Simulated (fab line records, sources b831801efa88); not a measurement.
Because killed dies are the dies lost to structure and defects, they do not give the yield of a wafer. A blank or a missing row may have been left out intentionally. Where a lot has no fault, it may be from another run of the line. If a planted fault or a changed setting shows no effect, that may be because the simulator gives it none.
A struck lot beside a sound one | flow gf180mcu | 15 steps out of a route of 602
Sound: wafers L374.1, L374.3, L374.6. Wafers L382.4, L382.5, L382.6 were the ones struck. The cause is named last.
At each step with rows: each side's tool, then ch and its chambers, then its first start. Under that, the readings that differ: sound wafers | struck wafers | difference of the means | sigmas: that difference in standard deviations of wafers without a fault.
alike: readings with means less than 2 such deviations apart, plus words and numbers identical on both sides. not compared: withheld readings, readings lacking a value on some wafer, bounds such as >300 that could conceal the same value, and numbers that have no deviation in the record and whose values overlap.
A row with sigmas, a row that says differs or no value, or rows on one side alone: a step with any of these is where the two part. Non-overlapping numbers with no deviation appear without sigmas and do not part them. A reading that every wafer of one side lacks parts them only if that side has two wafers or more.

GF_V3_ETCH_16: etches BARC in N2/H2.
  sound on rie-diel-02 ch 1,2, day 25 01:31; struck on rie-diel-04 ch 0,2,3, day 27 19:49
  alike: chamber-pressure-mTorr, drypump-motor-current-A, h2-flow-sccm, oes-product-au, throttle-valve-pct
GF_V3_ETCH_17: etches SiO2 in C4F8/O2/Ar, stops on TiN, target depth 635 nm.
  sound on rie-diel-02 ch 1,2; struck on rie-diel-04 ch 0,2,3
  alike: chamber-pressure-mTorr, oes-product-au
then, 3 steps without rows for these wafers: GF_V3_STRIP_18 (strips in O2/N2); GF_V3_STRIP_19 (strips in post etch residue remover, time 1200 s); GF_V3_CLEAN_20 (cleans in DIW).
GF_V3_SPUTTER_21: material Ti, target thk 15 nm, time 80.02 s.
  sound on pvd-sputter-01 at day 25 02:17; struck on pvd-sputter-01 at day 27 20:28
  alike: throttle-valve-pct
then, 1 step without rows for these wafers: GF_V3_SPUTTER_22 (material TiN, target thk 10 nm, time 40 s).
GF_V3_CVD_23: deposits W, target thk 350 nm, time 104.9 s.
  sound on cvd-w-01 ch 0,1, day 25 02:23; struck on cvd-w-02 ch 0,1, day 27 20:37
  alike: heater-power-w
GF_V3_RS_MEAS_24: measures by four-point-probe.
  sound on film-metro-02 at day 25 02:31; struck on film-metro-04 at day 27 20:44
  alike: V3_W_RS
GF_V3_THK_MEAS_25: measures by xrf.
  sound on film-metro-02 at day 25 02:38; struck on film-metro-04 at day 27 20:50
  alike: V3_W_THK
then, 1 step without rows for these wafers: GF_V3_CMP_26 (polishes, stops on SiO2, t overpolish 15 s, target thk 0 nm).
GF_M4_SPUTTER_00: material Ti, target thk 37.5 nm, time 150 s.
  sound on pvd-sputter-04 at day 25 02:59; struck on pvd-sputter-03 at day 27 21:13
  alike: throttle-valve-pct
GF_M4_SPUTTER_01: material TiN, target thk 30 nm, time 25 s.
  sound on pvd-sputter-04 at day 25 03:05; struck on pvd-sputter-03 at day 27 21:17
  reading                                | sound             | struck            | difference | sigmas
  model.TiN_of_M4_SPUTTER_01.thk-nm (nm) | 30.08 29.71 29.83 | 32.66 32.69 32.43 | +2.72      |
  alike: throttle-valve-pct
then, 1 step without rows for these wafers: GF_M4_SPUTTER_02 (material AlCu, target thk 450 nm, time 24.27 s).
GF_PASSIVATION_PROBE_99:
  the record has rows for the sound wafers here (prober-01, day 31 04:34) and none for the struck ones

## WHERE THEY PART
GF_PASSIVATION_PROBE_99 only, going by this record.

WHY: what the simulator had put in
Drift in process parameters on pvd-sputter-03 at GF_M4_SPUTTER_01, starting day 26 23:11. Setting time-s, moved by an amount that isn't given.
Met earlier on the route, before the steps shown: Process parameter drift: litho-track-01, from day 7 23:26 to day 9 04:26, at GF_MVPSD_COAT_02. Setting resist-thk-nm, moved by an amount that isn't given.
